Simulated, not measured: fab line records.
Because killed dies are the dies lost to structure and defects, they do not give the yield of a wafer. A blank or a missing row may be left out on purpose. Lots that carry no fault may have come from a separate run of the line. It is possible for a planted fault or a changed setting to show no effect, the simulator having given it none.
fab line records	flow sky130	part 2 of 2: steps 35 to 45 of 45
record lots=5	wafers=15	last-day=49
route steps=708 shown DNWELL@37 PWDE@45 NWELL@56
lots that met no fault: from a run of the same line without faults
start-h: hours from the record's first day to the start of the lot's first wafer shown	wait-h: hours elapsed since this lot's preceding step	" same as the row above	L1.1+2: several wafers, shown together as one row	- no value present, or no start provided	* or withheld: withheld	< > ~ a bound
route shown NAME@n: NAME is a module with steps in the file, n the number in the route of the first one	usual: mean and standard deviation over wafers with no fault	same: alike in all rows	chamber/n: place in a boat	sites: each site's reading	_std_site: standard deviation across them	_edge_site: outer sites' mean less inner sites'	radius-mm: for every site, how far away it sits from the centre of the wafer	mask NAME#n: copy n	behind: the tool/chamber that last shaped the wafer	hold: why the lot was held/for how many hours/how that ended	device: names the non-switching transistor (n, p or np)	end of line: tests run on the same wafers once the route is complete	step lacking rows: just its recipe	killed: at the first sort, the dies lost to defects and structure; wafer yield is something else	map: the dies of a wafer, with x for killed, . for not killed, _ for no die there
set.NAME: the setting as run; set.NAME@STEP: as run at that earlier step	model.NAME: the simulator's own value behind a step, which no gauge read
lots at some steps of the route; a table a step, a row a wafer
services: a tool's chamber out of use, with start hour (start-h, from the record's first day; less than 0 if before it), hours out, and reason
## steps
# step SKY_NWELL_COAT_18
# recipe spin-rpm=2000	resist-thk-nm=3000
# usual dispense-pressure-kPa=49.3/2.2
lot.wafer	tool	chamber	start-h	wait-h	dispense-pressure-kPa
L076.1	litho-track-04	0	111.92	0.1	50.8
L076.4	"	0	"	"	50.8
L076.6	"	0	"	"	50.8
L077.2	litho-track-03	0	122.37	0.1	46.8
L077.3	"	0	"	"	46.8
L077.6	"	0	"	"	46.8
L083.2	litho-track-03	0	148.37	0.1	46.8
L083.4	"	0	"	"	46.8
L083.6	"	0	"	"	46.8
L089.2	litho-track-03	0	185.77	0.1	46.8
L089.4	"	0	"	"	46.8
L089.5	"	0	"	"	46.8
L090.1	litho-track-01	0	188.60	0.1	51.7
L090.3	"	0	"	"	51.7
L090.6	"	0	"	"	51.7
# step SKY_NWELL_SOFTBAKE_19
# recipe temp-c=110	time-s=withheld
lot.wafer	tool	chamber	start-h	wait-h
L076.1+4+6	litho-track-04	0	112.07	0.1
L077.2+3+6	litho-track-03	0	122.53	0.1
L083.2+4+6	litho-track-03	0	148.53	0.1
L089.2+4+5	litho-track-03	0	185.93	0.1
L090.1+3+6	litho-track-01	0	188.75	0.1
# step SKY_NWELL_EXPOSE_20
# recipe mask-id=NWM_COMPLEMENT	na=0.6	source-shape=conventional	sigma-outer=0.6	polarization=unpolarized	target-cd-nm=840	dose-mj=260
lot.wafer	tool	chamber	start-h	wait-h	mask
L076.1+4+6	iline-stepper-01	0	-	-	NWM_COMPLEMENT#0
L077.2+3+6	iline-stepper-01	0	-	-	NWM_COMPLEMENT#0
L083.2+4+6	iline-stepper-01	0	-	-	NWM_COMPLEMENT#0
L089.2+4+5	iline-stepper-01	0	-	-	NWM_COMPLEMENT#0
L090.1+3+6	iline-stepper-01	0	-	-	NWM_COMPLEMENT#0
# step SKY_NWELL_PEB_21
# recipe temp-c=115	time-s=withheld
lot.wafer	tool	chamber	start-h	wait-h
L076.1+4+6	litho-track-04	0	-	-
L077.2+3+6	litho-track-03	0	-	-
L083.2+4+6	litho-track-03	0	-	-
L089.2+4+5	litho-track-03	0	-	-
L090.1+3+6	litho-track-01	0	-	-
# step SKY_NWELL_DEVELOP_22
# recipe wall-angle-deg=90	developer=TMAH	develop-time-s=60	dev-temp-c=23
lot.wafer	tool	chamber	start-h	wait-h
L076.1+4+6	litho-track-04	0	-	-
L077.2+3+6	litho-track-03	0	-	-
L083.2+4+6	litho-track-03	0	-	-
L089.2+4+5	litho-track-03	0	-	-
L090.1+3+6	litho-track-01	0	-	-
# step SKY_NWELL_OVL_MEAS_23
# usual NWELL_01_OVL=-0.4/1.1
lot.wafer	tool	chamber	start-h	wait-h	NWELL_01_OVL[nm]
L076.1	overlay-01	-	121.62	-	0.0
L076.4	"	-	"	"	-0.7
L076.6	"	-	"	"	0.8
L077.2	overlay-01	-	131.20	-	-0.7
L077.3	"	-	"	"	0.0
L077.6	"	-	"	"	-0.7
L083.2	overlay-01	-	157.40	-	-0.4
L083.4	"	-	"	"	-0.4
L083.6	"	-	"	"	-0.7
L089.2	overlay-01	-	196.75	-	1.4
L089.4	"	-	"	"	1.0
L089.5	"	-	"	"	-0.4
L090.1	overlay-02	-	199.15	-	-0.6
L090.3	"	-	"	"	-1.2
L090.6	"	-	"	"	-0.2
# step SKY_NWELL_IMPLANT_24
# recipe species=B	energy-kev=140	dose-cm2=9.2e+12	tilt-deg=withheld
# usual beam-on-s=10.02/0.2
lot.wafer	tool	chamber	start-h	wait-h	beam-on-s
L076.1	implanter-02	0	121.65	0.0	10.09
L076.4	"	0	"	"	9.79
L076.6	"	0	"	"	9.91
L077.2	implanter-01	0	131.26	0.0	10.06
L077.3	"	0	"	"	10.13
L077.6	"	0	"	"	9.52
L083.2	implanter-01	0	157.46	0.0	10.12
L083.4	"	0	"	"	9.92
L083.6	"	0	"	"	9.78
L089.2	implanter-02	0	196.81	0.0	10.07
L089.4	"	0	"	"	9.85
L089.5	"	0	"	"	10.52
L090.1	implanter-01	0	199.19	0.0	9.74
L090.3	"	0	"	"	10.27
L090.6	"	0	"	"	10.30
# step SKY_NWELL_STRIP_25
# recipe chemistry=O2/N2	power-w=1400	pressure-mtorr=1500	platen-temp-c=withheld	o2-flow-sccm=3000	n2-flow-sccm=300	overash-fraction=0.5
# usual drypump-motor-current-A=5.67/0.19	o2-flow-sccm=3002/9.1	oes-product-au=0.722/0.0049	strip-time-to-endpoint-s=36.95/0.11
lot.wafer	tool	chamber	start-h	wait-h	drypump-motor-current-A	o2-flow-sccm	oes-product-au	rf-hours-counter-h	strip-time-to-endpoint-s
L076.1	plasma-asher-03	1	121.80	0.1	5.69	3000	0.725	31	36.87
L076.4	"	0	"	"	5.95	2999	0.715	-	36.87
L076.6	"	1	"	"	5.74	3003	0.725	-	36.72
L077.2	plasma-asher-01	0	131.38	0.1	5.76	3000	0.721	1	36.83
L077.3	"	1	"	"	5.74	2991	0.725	-	36.86
L077.6	"	0	"	"	5.75	2995	0.725	-	36.80
L083.2	plasma-asher-04	0	157.58	0.1	5.34	3022	0.727	46	36.92
L083.4	"	0	"	"	5.36	3015	0.718	-	36.82
L083.6	"	1	"	"	5.64	3012	0.725	-	36.79
L089.2	plasma-asher-03	0	196.93	0.1	5.96	2987	0.723	38	37.08
L089.4	"	0	"	"	5.96	2994	0.718	-	37.00
L089.5	"	1	"	"	5.71	3005	0.717	-	37.06
L090.1	plasma-asher-01	0	199.34	0.1	5.75	3002	0.718	8	37.04
L090.3	"	1	"	"	5.73	3004	0.726	-	37.04
L090.6	"	0	"	"	5.73	2997	0.728	-	37.07
# step SKY_NWELL_TW_MEAS_26
# usual NWELL_2_TW=498/3.3
lot.wafer	tool	chamber	start-h	wait-h	NWELL_2_TW
L076.1	film-metro-01	-	121.90	0.1	504
L076.4	"	-	"	"	500
L076.6	"	-	"	"	502
L077.2	film-metro-03	-	131.49	0.1	495
L077.3	"	-	"	"	494
L077.6	"	-	"	"	493
L083.2	film-metro-01	-	157.69	0.1	501
L083.4	"	-	"	"	504
L083.6	"	-	"	"	500
L089.2	film-metro-04	-	197.04	0.1	495
L089.4	"	-	"	"	497
L089.5	"	-	"	"	496
L090.1	film-metro-04	-	199.44	0.1	499
L090.3	"	-	"	"	499
L090.6	"	-	"	"	498
# step SKY_NWELL_CLEAN_27
# recipe chemistry=SC1/SC2	mix=1:4:20	temp-c=70	time-s=150	dry=n2-spin
lot.wafer	tool	chamber	start-h	wait-h
L076.1+4+6	wet-bench-04	1	121.96	0.1
L077.2+3+6	wet-bench-04	0	131.54	0.0
L083.2+4+6	wet-bench-04	3	157.74	0.0
L089.2+4+5	wet-bench-04	3	197.09	0.0
L090.1+3+6	wet-bench-02	3	199.50	0.1
# step SKY_NWELL_RTA_28
# recipe temp-c=1050	time-s=30	idle-temp-c=650	ramp-up-c-per-s=150	ramp-down-c-per-s=90	ambient=N2
# usual chamber-o2-ppm=1.998/0.021	lamp-power-pct=25.30/0.05	wafer_temp_C_max=1054.9/1
lot.wafer	tool	chamber	start-h	wait-h	chamber-o2-ppm	lamp-power-pct	wafer_temp_C_max
L076.1	rtp-anneal-01	0	122.03	0.0	1.995	25.33	1054.0
L076.4	"	0	"	"	1.986	25.18	1054.9
L076.6	"	0	"	"	1.979	25.22	1055.0
L077.2	rtp-anneal-02	0	131.62	0.0	2.023	25.32	1054.4
L077.3	"	0	"	"	1.981	25.29	1054.8
L077.6	"	0	"	"	1.985	25.34	1054.9
L083.2	rtp-anneal-01	0	157.81	0.0	1.978	25.21	1054.2
L083.4	"	0	"	"	1.981	25.29	1054.2
L083.6	"	0	"	"	2.007	25.30	1055.3
L089.2	rtp-anneal-01	0	197.16	0.0	2.046	25.31	1055.7
L089.4	"	0	"	"	2.030	25.33	1055.3
L089.5	"	0	"	"	2.024	25.27	1054.9
L090.1	rtp-anneal-02	0	199.55	0.0	1.980	25.30	1053.5
L090.3	"	0	"	"	2.026	25.41	1056.6
L090.6	"	0	"	"	1.982	25.26	1053.8
## services
tool	chamber	start-h	hours	kind
wet-bench-04	-	44.91	4.4	pm
plasma-asher-01	-	51.48	1.9	repair
plasma-asher-02	-	51.75	1.6	repair
iline-stepper-02	-	55.76	1.7	pm
implanter-02	-	71.13	1.9	repair
implanter-04	-	75.00	1.6	repair
implanter-02	-	78.66	13.4	pm
implanter-02	-	93.94	1.8	repair
implanter-03	-	94.58	2.2	repair
iline-stepper-01	-	94.86	1.7	pm
plasma-asher-02	-	96.87	0.4	repair
plasma-asher-04	-	101.50	4.3	pm
implanter-03	-	101.74	2.1	repair
iline-stepper-02	-	104.75	13.7	repair
plasma-asher-01	-	108.75	9.0	pm
iline-stepper-02	-	110.95	16.3	repair
plasma-asher-03	-	122.14	1.4	repair
implanter-04	-	136.06	3.3	pm
implanter-01	-	136.91	1.2	repair
iline-stepper-01	0	137.74	-	calibration
wet-bench-02	-	139.86	3.2	repair
rtp-anneal-02	-	158.43	1.5	pm
iline-stepper-02	-	170.72	28.9	pm
implanter-04	-	195.83	4.4	repair
